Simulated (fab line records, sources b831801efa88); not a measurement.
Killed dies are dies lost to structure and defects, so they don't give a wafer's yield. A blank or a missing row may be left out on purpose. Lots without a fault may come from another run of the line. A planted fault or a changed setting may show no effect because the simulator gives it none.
Split-lot experiment | flow sky130 | 5 lots, 23 wafers read, on a route of 708 steps

THE SPLIT
At SKY_VIA1_SPUTTER_20 (material TiN, target thk 20 nm, time 80 s), the setting time_s was moved away from the recipe's 80 s on 7 of the 23 wafers read, by -12.1% to +11.2%. The other wafers ran this setting at the recipe's value.

The reading is taken at the split's own step.

THE READING
TiN_of_VIA1_SPUTTER_20.thk_nm (the simulator's own value, which no gauge read), in nm, at SKY_VIA1_SPUTTER_20 (material TiN, target thk 20 nm, time 80 s). The file gives no usual value for it. The 16 wafers here that ran the recipe average 19.95 nm, standard deviation 0.37 nm.

wafer  | tool, chamber at the split | time_s as run, s | against the recipe | TiN_of_VIA1_SPUTTER_20.thk_nm, nm | against lot-mates on the recipe
L075.1 | pvd_sputter-01, -          | 80               | recipe             | 20.15                             | -
L075.2 | pvd_sputter-01, -          | 80               | recipe             | 20.34                             | -
L075.3 | pvd_sputter-01, -          | 80               | recipe             | 20.2                              | -
L075.4 | pvd_sputter-01, -          | 80               | recipe             | 19.87                             | -
L075.6 | pvd_sputter-01, -          | 80               | recipe             | 20.48                             | -
L078.1 | pvd_sputter-04, -          | 80               | recipe             | 19.43                             | -
L078.3 | pvd_sputter-04, -          | 80               | recipe             | 19.37                             | -
L078.4 | pvd_sputter-04, -          | 80               | recipe             | 19.42                             | -
L078.5 | pvd_sputter-04, -          | 75.81            | -5.2%              | 18.83                             | -0.58
L078.6 | pvd_sputter-04, -          | 75.81            | -5.2%              | 18.39                             | -1.02
L079.1 | pvd_sputter-04, -          | 80               | recipe             | 19.6                              | -
L079.2 | pvd_sputter-04, -          | 70.35            | -12.1%             | 17.1                              | -2.69
L079.3 | pvd_sputter-04, -          | 70.35            | -12.1%             | 17.08                             | -2.71
L079.4 | pvd_sputter-04, -          | 70.35            | -12.1%             | 17.73                             | -2.06
L079.5 | pvd_sputter-04, -          | 80               | recipe             | 19.98                             | -
L080.1 | pvd_sputter-04, -          | 80               | recipe             | 20.4                              | -
L080.4 | pvd_sputter-04, -          | 80               | recipe             | 19.95                             | -
L080.5 | pvd_sputter-04, -          | 80               | recipe             | 20.42                             | -
L081.1 | pvd_sputter-04, -          | 88.97            | +11.2%             | 22.38                             | +2.50
L081.2 | pvd_sputter-04, -          | 80               | recipe             | 19.74                             | -
L081.4 | pvd_sputter-04, -          | 88.97            | +11.2%             | 21.84                             | +1.96
L081.5 | pvd_sputter-04, -          | 80               | recipe             | 20.19                             | -
L081.6 | pvd_sputter-04, -          | 80               | recipe             | 19.71                             | -

THE FIT
A straight line over all 23 wafers: TiN_of_VIA1_SPUTTER_20.thk_nm changes by +0.211 nm for each +1% of time_s; r = +0.96; the points scatter about the line by 0.37 nm.
The same after taking each lot's own level away (the mean of its wafers on the recipe; 23 wafers): +0.2 nm for each +1%; r = +0.98; scatter 0.24 nm.
On that fit, the largest move of time_s shifts the reading by 2.4 nm.
The lots' own levels span 19.407 to 20.257 nm, that is 2.3 times the standard deviation above.
So the lot-to-lot level changes the slope little: the two slopes agree.
Check: with one of the wafers moved furthest among these (-12.1%) left out of the fit, the line predicts -2.32 nm for it against its lot-mates. It came out at -2.69 nm against them.

OTHER SPLITS ON THESE WAFERS
These wafers also went through other splits before the reading. Each is held against what the fit with the lots' levels taken away leaves over:
other split on the same wafers     | wafers away from the commonest value | r with TiN_of_VIA1_SPUTTER_20.thk_nm (lot level and that fit taken away)
SKY_CONTACT_SPUTTER_23 power_w     | 11                                   | +0.48
SKY_METAL1_COAT_10 spin_rpm        | 12                                   | -0.04
SKY_METAL1_DEVELOP_14 dev_temp_c   | 9                                    | +0.11
SKY_VIA1_CMP_02 leave_above_ref_nm | 7                                    | +0.26
SKY_VIA1_COAT_07 spin_rpm          | 9                                    | -0.02

THE FILE'S OWN FIT
TiN_of_VIA1_SPUTTER_20.thk_nm changes by +0.198 nm for each +1% of time_s, r = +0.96.
